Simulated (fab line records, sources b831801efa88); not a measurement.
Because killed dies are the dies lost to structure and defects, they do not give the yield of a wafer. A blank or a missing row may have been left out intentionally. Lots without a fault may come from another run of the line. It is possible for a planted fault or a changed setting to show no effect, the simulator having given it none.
Split-lot trial -- flow gf180mcu -- route with 602 steps; 5 lots, 27 wafers read

== THE SPLIT ITSELF ==
At GF_SAB_DEVELOP_08 (develop time 60 s), the setting develop time s was moved away from the recipe's 60 s on 9 of the 27 wafers read, by -40.5% to +49.9%. The other wafers ran this setting at the recipe's value.

Split to reading: the file shows no intervening step.

== THE READING ==
cd nm, in nm, at GF_SAB_CD_MEAS_09 (target cd 420 nm). Typical for fault-free wafers on this fab line: 421.6 nm, with standard deviation 1.9 nm.

wafer,"tool, chamber at the split","develop time s as run, s",against the recipe,"cd nm, nm",against lot-mates on the recipe
L075.1,"litho track-01, 0",60,recipe,422.4,-
L075.2,"litho track-01, 0",60,recipe,423.5,-
L075.3,"litho track-01, 0",60,recipe,423.9,-
L075.4,"litho track-01, 0",60,recipe,423.3,-
L075.5,"litho track-01, 0",60,recipe,423.6,-
L075.6,"litho track-01, 0",60,recipe,422.2,-
L076.2,"litho track-04, 0",60,recipe,419.9,-
L076.4,"litho track-04, 0",60,recipe,420.9,-
L076.6,"litho track-04, 0",60,recipe,420.7,-
L078.1,"litho track-02, 0",88.12,+46.9%,385.3,-36.0
L078.2,"litho track-02, 0",60,recipe,420.3,-
L078.3,"litho track-02, 0",60,recipe,423.3,-
L078.4,"litho track-02, 0",88.12,+46.9%,387.4,-33.9
L078.5,"litho track-02, 0",60,recipe,420.3,-
L078.6,"litho track-02, 0",88.12,+46.9%,383.1,-38.2
L082.1,"litho track-02, 0",60,recipe,420.1,-
L082.2,"litho track-02, 0",89.96,+49.9%,385.1,-35.7
L082.3,"litho track-02, 0",89.96,+49.9%,385.1,-35.7
L082.4,"litho track-02, 0",60,recipe,422.4,-
L082.5,"litho track-02, 0",60,recipe,419.9,-
L082.6,"litho track-02, 0",89.96,+49.9%,385.5,-35.3
L085.1,"litho track-02, 0",60,recipe,419.7,-
L085.2,"litho track-02, 0",35.68,-40.5%,474.4,+54.3
L085.3,"litho track-02, 0",35.68,-40.5%,472.5,+52.4
L085.4,"litho track-02, 0",35.68,-40.5%,472.6,+52.5
L085.5,"litho track-02, 0",60,recipe,419.2,-
L085.6,"litho track-02, 0",60,recipe,421.4,-

THE FIT
A straight line over all 27 wafers: cd nm changes by -0.915 nm for each +1% of develop time s; r = -0.98; the points scatter about the line by 5.6 nm.
The same after taking each lot's own level away (the mean of its wafers on the recipe; 27 wafers): -0.92 nm for each +1%; r = -0.97; scatter 5.9 nm.
On that fit, the largest move of develop time s shifts the reading by 46 nm.
Measured against the standard deviation above, the lots' own levels, which go from 420.10 to 423.15 nm, span 1.6 times it.
Consequently the slope shifts little with the lot-to-lot level, the two slopes agreeing.
Check: -43.3 nm against its lot-mates is what the line predicts for one of the wafers moved furthest among these (+49.9%) when that wafer is left out of the fit. Against them it came out at -35.7 nm.

== THE OTHER SPLITS THESE WAFERS WENT THROUGH ==
These wafers also went through other splits before the reading. Each is held against what the fit with the lots' levels taken away leaves over:
other split on the same wafers,wafers away from the commonest value,r with cd nm (lot level and that fit taken away)
GF_STI_CVD_03 time s,21,-0.16
GF_STI_ETCH_14 time s,12,+0.25
GF_DUAL_GATE_WET_ETCH_12 time s,21,-0.28
GF_HV_LDD_DEVELOP_18 develop time s,6,+0.09

== THE WHOLE CHAIN: every reading that the file lists as answering this split, in the file's order ==
step,what it does,reading,change (the file's fit),r (the file's)
GF_SAB_CD_MEAS_09,target cd 420 nm,cd nm,-0.887 nm for each +1% of the setting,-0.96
GF_SAB_ETCH_11,"etches SiO2 in C4F8/O2/Ar, target depth 55 nm, time 8.5 s","SAB.cd nm (the simulator's own value, which no gauge read)",-0.885 nm for each +1% of the setting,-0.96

== FILE'S OWN FIT ==
cd nm changes by -0.887 nm for each +1% of develop time s, r = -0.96.
